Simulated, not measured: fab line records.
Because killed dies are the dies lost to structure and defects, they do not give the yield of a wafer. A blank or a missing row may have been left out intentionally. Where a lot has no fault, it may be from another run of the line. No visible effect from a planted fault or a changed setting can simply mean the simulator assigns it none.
fab line records + flow gf180mcu
record
- lots=10
- wafers=30
- last_day=34
route steps=602 shown M4@471 V4@492 MIM@511
lots untouched by any fault: they come from a run of this same line in which no faults occurred
start_h: hours from the record's opening day to when the first of the lot's shown wafers began + wait_h: how many hours have passed since the lot's step before this one + " the same as in the row above + L1.1+2: one row covering several wafers at once + - value missing, or start not given + * or withheld: withheld + < > ~ a bound
route shown NAME@n: names a module that has steps shown in the file, with the first one's number in the route + usual: average and standard deviation across the fault-free wafers + same: alike in all rows + chamber/n: place in a boat + sites: each site's reading + _std_site: their standard deviation + _edge_site: inner sites' mean taken away from outer sites' mean + radius_mm: for every site, how far away it sits from the centre of the wafer + mask NAME#n: copy n + behind: the tool/chamber that last shaped the wafer + hold: the reason the lot was held/the length of the hold in hours/how it ended + device: transistor that didn't switch, given as n, p or np + end of line: tests run on the same wafers once the route is complete + a step given without rows: its recipe and nothing more + killed: dies that structure and defects cost at the first sort, which is not the same as the wafer's yield + map: the dies of a wafer, with x for killed, . for not killed, _ for no die there
set.NAME: the run value of the setting; set.NAME@STEP: its run value at that earlier step + model.NAME: the simulator's own value behind a step, which no gauge read
the route's steps for a sample of lots (tables are steps, rows are wafers)
services: from which hour (start_h, from the record's first day; less than 0 if before it) a tool's chamber was out of use, for how many hours, and why
## steps
# step GF_M4_OVL_MEAS_15
# usual
- M4_OVL=0/5.5
| lot.wafer | tool       | chamber | start_h | wait_h | M4_OVL[nm] |
|-----------|------------|---------|---------|--------|------------|
| L468.2    | overlay-01 | -       | 553.32  | 0.1    | 0          |
| L468.5    | "          | -       | "       | "      | 0          |
| L468.6    | "          | -       | "       | "      | -4         |
| L470.1    | overlay-02 | -       | 570.51  | 0.1    | -7         |
| L470.2    | "          | -       | "       | "      | -7         |
| L470.5    | "          | -       | "       | "      | -7         |
| L471.2    | overlay-02 | -       | 579.98  | 0.1    | 3          |
| L471.5    | "          | -       | "       | "      | 4          |
| L471.6    | "          | -       | "       | "      | -3         |
| L472.1    | overlay-01 | -       | 587.67  | 0.1    | -8         |
| L472.2    | "          | -       | "       | "      | -10        |
| L472.6    | "          | -       | "       | "      | -3         |
| L480.2    | overlay-02 | -       | 651.06  | 0.1    | -2         |
| L480.4    | "          | -       | "       | "      | -9         |
| L480.6    | "          | -       | "       | "      | -8         |
| L481.1    | overlay-02 | -       | 658.86  | 0.1    | 2          |
| L481.2    | "          | -       | "       | "      | 3          |
| L481.3    | "          | -       | "       | "      | 3          |
| L482.2    | overlay-02 | -       | 662.70  | 0.1    | -5         |
| L482.4    | "          | -       | "       | "      | -6         |
| L482.5    | "          | -       | "       | "      | 5          |
| L483.1    | overlay-01 | -       | 670.17  | 0.1    | 9          |
| L483.3    | "          | -       | "       | "      | 9          |
| L483.5    | "          | -       | "       | "      | 8          |
| L486.1    | overlay-02 | -       | 689.27  | 0.1    | 4          |
| L486.2    | "          | -       | "       | "      | 4          |
| L486.3    | "          | -       | "       | "      | -5         |
| L488.3    | overlay-02 | -       | 699.83  | 0.1    | 9          |
| L488.4    | "          | -       | "       | "      | 3          |
| L488.5    | "          | -       | "       | "      | 10         |
# step GF_V4_ETCH_16
# recipe
- chemistry=N2/H2
- target_depth_a=withheld
- overetch_a=withheld
- time_s=withheld
- target=BARC
- ion_energy_ev=200
- source_w=500
- bias_w=100
- pressure_mtorr=30
- n2_flow_sccm=100
- h2_flow_sccm=200
# usual
- drypump_motor_current_A=5.5/0.36
- oes_product_au=0.856/0.0049
- rf_fwd_power_W=495.3/2
- throttle_valve_pct=13.223/0.0093
| lot.wafer | tool        | chamber | start_h | wait_h | drypump_motor_current_A | oes_product_au | rf_fwd_power_W | throttle_valve_pct |
|-----------|-------------|---------|---------|--------|-------------------------|----------------|----------------|--------------------|
| L468.2    | rie_diel-03 | 1       | 576.66  | 0.0    | 5.1                     | 0.855          | 495.8          | 13.221             |
| L468.5    | "           | 3       | "       | "      | 5.9                     | 0.854          | 495.9          | 13.231             |
| L468.6    | "           | 2       | "       | "      | 5.9                     | 0.849          | 494.5          | 13.235             |
| L470.1    | rie_diel-03 | 3       | 593.39  | 0.0    | 5.8                     | 0.848          | 496.3          | 13.211             |
| L470.2    | "           | 0       | "       | "      | 6.0                     | 0.851          | 495.3          | 13.219             |
| L470.5    | "           | 1       | "       | "      | 5.1                     | 0.857          | 495.4          | 13.223             |
| L471.2    | rie_diel-02 | 2       | 602.59  | 0.0    | 5.0                     | 0.851          | 493.1          | 13.228             |
| L471.5    | "           | 2       | "       | "      | 5.0                     | 0.850          | 494.3          | 13.215             |
| L471.6    | "           | 3       | "       | "      | 5.4                     | 0.860          | 491.5          | 13.198             |
| L472.1    | rie_diel-01 | 1       | 610.35  | 0.0    | 5.4                     | 0.860          | 495.3          | 13.234             |
| L472.2    | "           | 3       | "       | "      | 5.2                     | 0.856          | 491.9          | 13.245             |
| L472.6    | "           | 1       | "       | "      | 5.5                     | 0.856          | 496.5          | 13.232             |
| L480.2    | rie_diel-02 | 0       | 671.39  | 0.0    | 5.4                     | 0.861          | 501.0          | 13.239             |
| L480.4    | "           | 2       | "       | "      | 5.0                     | 0.854          | 493.9          | 13.227             |
| L480.6    | "           | 3       | "       | "      | 5.3                     | 0.863          | 492.7          | 13.233             |
| L481.1    | rie_diel-03 | 2       | 679.30  | 0.0    | 5.9                     | 0.855          | 496.6          | 13.214             |
| L481.2    | "           | 0       | "       | "      | 6.0                     | 0.854          | 494.1          | 13.209             |
| L481.3    | "           | 3       | "       | "      | 5.9                     | 0.860          | 499.1          | 13.218             |
| L482.2    | rie_diel-02 | 0       | 683.00  | 0.0    | 5.5                     | 0.841          | 496.7          | 13.216             |
| L482.4    | "           | 2       | "       | "      | 4.9                     | 0.854          | 494.1          | 13.235             |
| L482.5    | "           | 0       | "       | "      | 5.5                     | 0.858          | 493.8          | 13.226             |
| L483.1    | rie_diel-02 | 0       | 690.41  | 0.0    | 5.5                     | 0.852          | 497.8          | 13.219             |
| L483.3    | "           | 3       | "       | "      | 5.3                     | 0.858          | 490.8          | 13.234             |
| L483.5    | "           | 0       | "       | "      | 5.5                     | 0.859          | 494.4          | 13.232             |
| L486.1    | rie_diel-03 | 3       | 708.30  | 0.0    | 5.8                     | 0.859          | 493.7          | 13.222             |
| L486.2    | "           | 0       | "       | "      | 6.0                     | 0.860          | 496.1          | 13.232             |
| L486.3    | "           | 2       | "       | "      | 5.9                     | 0.852          | 496.6          | 13.214             |
| L488.3    | rie_diel-03 | 1       | 719.65  | 0.0    | 5.2                     | 0.854          | 494.8          | 13.243             |
| L488.4    | "           | 2       | "       | "      | 5.9                     | 0.856          | 496.0          | 13.235             |
| L488.5    | "           | 0       | "       | "      | 5.9                     | 0.858          | 495.5          | 13.218             |
# step GF_V4_CVD_23
# recipe
- material=W
- target_thk_nm=350
- time_s=104.9
- temp_c=400
- pressure_torr=40
# usual
- heater_power_w=802/97
| lot.wafer | tool     | chamber | start_h | wait_h | heater_power_w |
|-----------|----------|---------|---------|--------|----------------|
| L468.2    | cvd_w-02 | 1       | 577.43  | 0.0    | 900            |
| L468.5    | "        | 1       | "       | "      | 903            |
| L468.6    | "        | 0       | "       | "      | 749            |
| L470.1    | cvd_w-01 | 1       | 594.16  | 0.0    | 878            |
| L470.2    | "        | 0       | "       | "      | 673            |
| L470.5    | "        | 0       | "       | "      | 671            |
| L471.2    | cvd_w-02 | 1       | 603.37  | 0.0    | 920            |
| L471.5    | "        | 1       | "       | "      | 917            |
| L471.6    | "        | 0       | "       | "      | 744            |
| L472.1    | cvd_w-01 | 0       | 611.12  | 0.0    | 710            |
| L472.2    | "        | 1       | "       | "      | 885            |
| L472.6    | "        | 0       | "       | "      | 677            |
| L480.2    | cvd_w-01 | 1       | 672.18  | 0.0    | 896            |
| L480.4    | "        | 1       | "       | "      | 885            |
| L480.6    | "        | 0       | "       | "      | 698            |
| L481.1    | cvd_w-01 | 0       | 680.06  | 0.0    | 693            |
| L481.2    | "        | 1       | "       | "      | 893            |
| L481.3    | "        | 1       | "       | "      | 870            |
| L482.2    | cvd_w-01 | 1       | 683.77  | 0.0    | 903            |
| L482.4    | "        | 1       | "       | "      | 888            |
| L482.5    | "        | 0       | "       | "      | 696            |
| L483.1    | cvd_w-02 | 1       | 691.17  | 0.0    | 915            |
| L483.3    | "        | 1       | "       | "      | 922            |
| L483.5    | "        | 1       | "       | "      | 923            |
| L486.1    | cvd_w-02 | 1       | 709.13  | 0.0    | 919            |
| L486.2    | "        | 0       | "       | "      | 742            |
| L486.3    | "        | 0       | "       | "      | 760            |
| L488.3    | cvd_w-01 | 0       | 720.46  | 0.1    | 684            |
| L488.4    | "        | 1       | "       | "      | 893            |
| L488.5    | "        | 1       | "       | "      | 897            |
# step GF_MIM_SPUTTER_08
# recipe
- material=AlCu
- target_thk_nm=200
- power_w=10600
- time_s=10.6
- chamber_pressure_pa=0.4
# usual
- throttle_valve_pct=29.6/1.1
| lot.wafer | tool           | chamber | start_h | wait_h | throttle_valve_pct |
|-----------|----------------|---------|---------|--------|--------------------|
| L468.2    | pvd_sputter-02 | -       | 578.38  | 0.0    | 28.5               |
| L468.5    | "              | -       | "       | "      | 29.5               |
| L468.6    | "              | -       | "       | "      | 30.5               |
| L470.1    | pvd_sputter-02 | -       | 595.11  | 0.0    | 28.5               |
| L470.2    | "              | -       | "       | "      | 29.5               |
| L470.5    | "              | -       | "       | "      | 28.3               |
| L471.2    | pvd_sputter-02 | -       | 604.33  | 0.0    | 29.4               |
| L471.5    | "              | -       | "       | "      | 28.7               |
| L471.6    | "              | -       | "       | "      | 28.2               |
| L472.1    | pvd_sputter-02 | -       | 612.13  | 0.0    | 28.3               |
| L472.2    | "              | -       | "       | "      | 30.7               |
| L472.6    | "              | -       | "       | "      | 28.5               |
| L480.2    | pvd_sputter-02 | -       | 673.42  | 0.0    | 28.7               |
| L480.4    | "              | -       | "       | "      | 28.3               |
| L480.6    | "              | -       | "       | "      | 29.8               |
| L481.1    | pvd_sputter-04 | -       | 681.02  | 0.0    | 30.5               |
| L481.2    | "              | -       | "       | "      | 28.5               |
| L481.3    | "              | -       | "       | "      | 31.7               |
| L482.2    | pvd_sputter-02 | -       | 684.72  | 0.0    | 28.2               |
| L482.4    | "              | -       | "       | "      | 29.7               |
| L482.5    | "              | -       | "       | "      | 28.4               |
| L483.1    | pvd_sputter-02 | -       | 694.04  | 0.0    | 28.5               |
| L483.3    | "              | -       | "       | "      | 29.4               |
| L483.5    | "              | -       | "       | "      | 30.8               |
| L486.1    | pvd_sputter-03 | -       | 710.08  | 0.0    | 30.7               |
| L486.2    | "              | -       | "       | "      | 29.9               |
| L486.3    | "              | -       | "       | "      | 29.7               |
| L488.3    | pvd_sputter-02 | -       | 721.46  | 0.0    | 29.2               |
| L488.4    | "              | -       | "       | "      | 28.4               |
| L488.5    | "              | -       | "       | "      | 28.1               |
# step GF_MIM_RS_MEAS_10
# recipe
- thk_meas_gauge=four-point-probe
- reads=TiN_of_MIM_SPUTTER_09+AlCu_of_MIM_SPUTTER_08+TiN_of_MIM_SPUTTER_07
# usual
- MIM_ALCU_RS=0.1605/0.0021
| lot.wafer | tool          | chamber | start_h | wait_h | MIM_ALCU_RS[ohm/sq] |
|-----------|---------------|---------|---------|--------|---------------------|
| L468.2    | film_metro-02 | -       | 578.46  | 0.0    | 0.1610              |
| L468.5    | "             | -       | "       | "      | 0.1629              |
| L468.6    | "             | -       | "       | "      | 0.1573              |
| L470.1    | film_metro-02 | -       | 595.17  | 0.0    | 0.2216              |
| L470.2    | "             | -       | "       | "      | 0.1604              |
| L470.5    | "             | -       | "       | "      | 0.2243              |
| L471.2    | film_metro-03 | -       | 604.41  | 0.0    | 0.1612              |
| L471.5    | "             | -       | "       | "      | 0.2205              |
| L471.6    | "             | -       | "       | "      | 0.1615              |
| L472.1    | film_metro-03 | -       | 612.18  | 0.0    | 0.2239              |
| L472.2    | "             | -       | "       | "      | 0.1589              |
| L472.6    | "             | -       | "       | "      | 0.1615              |
| L480.2    | film_metro-04 | -       | 673.49  | 0.0    | 0.1600              |
| L480.4    | "             | -       | "       | "      | 0.1610              |
| L480.6    | "             | -       | "       | "      | 0.1645              |
| L481.1    | film_metro-04 | -       | 681.07  | 0.0    | 0.1595              |
| L481.2    | "             | -       | "       | "      | 0.1601              |
| L481.3    | "             | -       | "       | "      | 0.1638              |
| L482.2    | film_metro-02 | -       | 684.80  | 0.0    | 0.1627              |
| L482.4    | "             | -       | "       | "      | 0.1637              |
| L482.5    | "             | -       | "       | "      | 0.1613              |
| L483.1    | film_metro-04 | -       | 694.10  | 0.0    | 0.1614              |
| L483.3    | "             | -       | "       | "      | 0.1647              |
| L483.5    | "             | -       | "       | "      | 0.1594              |
| L486.1    | film_metro-02 | -       | 710.14  | 0.0    | 0.1588              |
| L486.2    | "             | -       | "       | "      | 0.1605              |
| L486.3    | "             | -       | "       | "      | 0.1595              |
| L488.3    | film_metro-04 | -       | 721.55  | 0.1    | 0.1604              |
| L488.4    | "             | -       | "       | "      | 0.1575              |
| L488.5    | "             | -       | "       | "      | 0.1571              |
# step GF_MIM_THK_MEAS_11
# recipe
- thk_meas_gauge=xrf
- reads=AlCu_of_MIM_SPUTTER_08
# usual
- MIM_ALCU_THK=199.7/2.7
| lot.wafer | tool          | chamber | start_h | wait_h | MIM_ALCU_THK[nm] |
|-----------|---------------|---------|---------|--------|------------------|
| L468.2    | film_metro-02 | -       | 578.57  | 0.1    | 198.1            |
| L468.5    | "             | -       | "       | "      | 196.9            |
| L468.6    | "             | -       | "       | "      | 203.1            |
| L470.1    | film_metro-02 | -       | 595.29  | 0.1    | 147.5            |
| L470.2    | "             | -       | "       | "      | 200.1            |
| L470.5    | "             | -       | "       | "      | 145.9            |
| L471.2    | film_metro-03 | -       | 604.52  | 0.1    | 200.4            |
| L471.5    | "             | -       | "       | "      | 147.7            |
| L471.6    | "             | -       | "       | "      | 198.7            |
| L472.1    | film_metro-03 | -       | 612.30  | 0.1    | 145.5            |
| L472.2    | "             | -       | "       | "      | 201.7            |
| L472.6    | "             | -       | "       | "      | 199.0            |
| L480.2    | film_metro-04 | -       | 673.60  | 0.1    | 200.0            |
| L480.4    | "             | -       | "       | "      | 198.2            |
| L480.6    | "             | -       | "       | "      | 195.9            |
| L481.1    | film_metro-04 | -       | 681.19  | 0.1    | 201.3            |
| L481.2    | "             | -       | "       | "      | 200.3            |
| L481.3    | "             | -       | "       | "      | 195.9            |
| L482.2    | film_metro-02 | -       | 684.91  | 0.1    | 197.4            |
| L482.4    | "             | -       | "       | "      | 194.8            |
| L482.5    | "             | -       | "       | "      | 196.3            |
| L483.1    | film_metro-04 | -       | 694.22  | 0.1    | 198.2            |
| L483.3    | "             | -       | "       | "      | 193.8            |
| L483.5    | "             | -       | "       | "      | 202.0            |
| L486.1    | film_metro-02 | -       | 710.26  | 0.1    | 202.8            |
| L486.2    | "             | -       | "       | "      | 201.2            |
| L486.3    | "             | -       | "       | "      | 202.1            |
| L488.3    | film_metro-04 | -       | 721.65  | 0.1    | 200.1            |
| L488.4    | "             | -       | "       | "      | 202.3            |
| L488.5    | "             | -       | "       | "      | 203.1            |
# step GF_MIM_METAL_ETCH_19
# recipe
- chemistry=Cl2/BCl3
- mask_material=NOVOLAK
- stop_on=Si3N4
- target_depth_nm=324.5
- pressure_mtorr=8
- icp_w=800
- bias_w=140
- Cl2_flow_sccm=80
- bcl3_flow_sccm=40
- time_s=54.1
# usual
- drypump_motor_current_A=5.26/0.28
- oes_product_au=0.941/0.0071
- rf_fwd_power_W=792.2/2.9
- throttle_valve_pct=28.284/0.011
| lot.wafer | tool         | chamber | start_h | wait_h | drypump_motor_current_A | oes_product_au | rf_fwd_power_W | rf_hours_counter_h | throttle_valve_pct |
|-----------|--------------|---------|---------|--------|-------------------------|----------------|----------------|--------------------|--------------------|
| L468.2    | rie_metal-02 | 1       | 599.88  | 0.1    | 5.09                    | 0.947          | 792.2          | -                  | 28.286             |
| L468.5    | "            | 1       | "       | "      | 5.08                    | 0.940          | 794.0          | -                  | 28.259             |
| L468.6    | "            | 1       | "       | "      | 5.08                    | 0.947          | 792.4          | -                  | 28.273             |
| L470.1    | rie_metal-03 | 1       | 615.85  | 0.1    | 4.87                    | 0.842          | 794.3          | 4                  | 28.407             |
| L470.2    | "            | 0       | "       | "      | 5.65                    | 0.940          | 786.6          | 1                  | 28.296             |
| L470.5    | "            | 0       | "       | "      | 5.62                    | 0.843          | 789.3          | -                  | 28.400             |
| L471.2    | rie_metal-03 | 1       | 625.25  | 0.1    | 4.89                    | 0.935          | 793.3          | 4                  | 28.296             |
| L471.5    | "            | 0       | "       | "      | 5.67                    | 0.842          | 792.9          | -                  | 28.390             |
| L471.6    | "            | 1       | "       | "      | 4.90                    | 0.934          | 796.6          | -                  | 28.292             |
| L472.1    | rie_metal-02 | 0       | 632.20  | 0.1    | 5.45                    | 0.828          | 793.1          | 2                  | 28.390             |
| L472.2    | "            | 0       | "       | "      | 5.49                    | 0.943          | 792.0          | -                  | 28.278             |
| L472.6    | "            | 0       | "       | "      | 5.47                    | 0.936          | 787.8          | -                  | 28.295             |
| L480.2    | rie_metal-02 | 1       | 691.95  | 0.1    | 5.09                    | 0.943          | 798.1          | 2                  | 28.286             |
| L480.4    | "            | 1       | "       | "      | 5.12                    | 0.931          | 792.8          | -                  | 28.290             |
| L480.6    | "            | 1       | "       | "      | 5.10                    | 0.928          | 795.9          | -                  | 28.299             |
| L481.1    | rie_metal-03 | 1       | 699.35  | 0.1    | 4.88                    | 0.935          | 794.4          | 7                  | 28.282             |
| L481.2    | "            | 0       | "       | "      | 5.65                    | 0.938          | 789.3          | 3                  | 28.286             |
| L481.3    | "            | 0       | "       | "      | 5.65                    | 0.935          | 786.7          | -                  | 28.288             |
| L482.2    | rie_metal-02 | 1       | 705.00  | 0.1    | 5.08                    | 0.942          | 793.0          | 2                  | 28.311             |
| L482.4    | "            | 0       | "       | "      | 5.47                    | 0.932          | 789.3          | -                  | 28.316             |
| L482.5    | "            | 0       | "       | "      | 5.47                    | 0.939          | 789.6          | -                  | 28.289             |
| L483.1    | rie_metal-02 | 0       | 711.15  | 0.1    | 5.48                    | 0.937          | 786.9          | 5                  | 28.285             |
| L483.3    | "            | 0       | "       | "      | 5.49                    | 0.930          | 787.6          | -                  | 28.305             |
| L483.5    | "            | 0       | "       | "      | 5.48                    | 0.937          | 787.9          | -                  | 28.290             |
| L486.1    | rie_metal-02 | 1       | 727.50  | 0.1    | 5.10                    | 0.946          | 795.5          | 3                  | 28.283             |
| L486.2    | "            | 1       | "       | "      | 5.11                    | 0.934          | 793.4          | -                  | 28.276             |
| L486.3    | "            | 1       | "       | "      | 5.08                    | 0.943          | 789.6          | -                  | 28.276             |
| L488.3    | rie_metal-03 | 0       | 738.66  | 0.1    | 5.63                    | 0.943          | 794.2          | -                  | 28.293             |
| L488.4    | "            | 1       | "       | "      | 4.88                    | 0.940          | 793.6          | -                  | 28.267             |
| L488.5    | "            | 0       | "       | "      | 5.68                    | 0.948          | 796.6          | -                  | 28.283             |
## services
| tool           | chamber | start_h | hours | kind                   |
|----------------|---------|---------|-------|------------------------|
| rie_metal-03   | 1       | 556.39  | 1.1   | repair                 |
| rie_metal-03   | 0       | 558.91  | -     | clean                  |
| rie_diel-02    | 3       | 571.98  | 1.5   | repair                 |
| rie_metal-03   | -       | 587.79  | 0.9   | repair                 |
| rie_metal-02   | 0       | 589.40  | 27.0  | repair                 |
| pvd_sputter-02 | -       | 595.48  | 3.9   | repair                 |
| rie_diel-02    | 2       | 599.29  | 1.9   | repair                 |
| rie_diel-03    | 3       | 612.08  | 10.1  | repair                 |
| rie_metal-02   | 1       | 627.32  | -     | clean                  |
| rie_metal-02   | 1       | 627.32  | 15.2  | scheduled_down         |
| rie_metal-02   | 1       | 627.32  | 15.2  | vent_cycle             |
| rie_diel-03    | 1       | 658.48  | -     | clean                  |
| rie_diel-03    | 1       | 658.48  | 12.3  | scheduled_down         |
| rie_diel-03    | 1       | 658.48  | 12.3  | vent_cycle             |
| pvd_sputter-02 | 0       | 659.00  | -     | consumable_replace:kit |
| cvd_w-02       | -       | 663.81  | 2.4   | repair                 |
| cvd_w-01       | 0       | 673.52  | 2.6   | repair                 |
| rie_metal-02   | -       | 683.24  | 0.6   | repair                 |
| rie_metal-02   | -       | 694.18  | 1.2   | repair                 |
| cvd_w-01       | 1       | 694.38  | 6.8   | repair                 |
| rie_diel-01    | 1       | 709.96  | 13.3  | repair                 |
| rie_metal-02   | 0       | 725.34  | 8.1   | repair                 |
| cvd_w-02       | -       | 733.59  | 4.9   | repair                 |
| pvd_sputter-02 | -       | 736.31  | 9.7   | repair                 |
## key
first_sign
- step=GF_MIM_RS_MEAS_10
- reading=MIM_ALCU_RS
- direction=up
- sigmas=30
- usual=0.1605
- struck=0.2226
effect
- step=GF_MIM_THK_MEAS_11
- reading=MIM_ALCU_THK
- direction=down
- sigmas=20
- usual=199.7
- struck=146.7
effect
- step=GF_MIM_METAL_ETCH_19
- reading=oes_product_au
- direction=down
- sigmas=14
- usual=0.941
- struck=0.839
met_at GF_MIM_SPUTTER_08
struck_lots L470,L471,L472
struck_wafers L470.1,L470.5,L471.5,L472.1
not_acting_at GF_M4_OVL_MEAS_15,GF_V4_ETCH_16,GF_V4_CVD_23
onset_between 578.38 595.11
fault
- kind=process_parameter_drift
- tool=pvd_sputter-02
- chamber=-
- onset_h=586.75
- steps=GF_MIM_SPUTTER_08
- channel=time_s
- offset=*
- shape=step
- end_h=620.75
- scope=struck_wafers_only
- acts_in=*
- stated=*
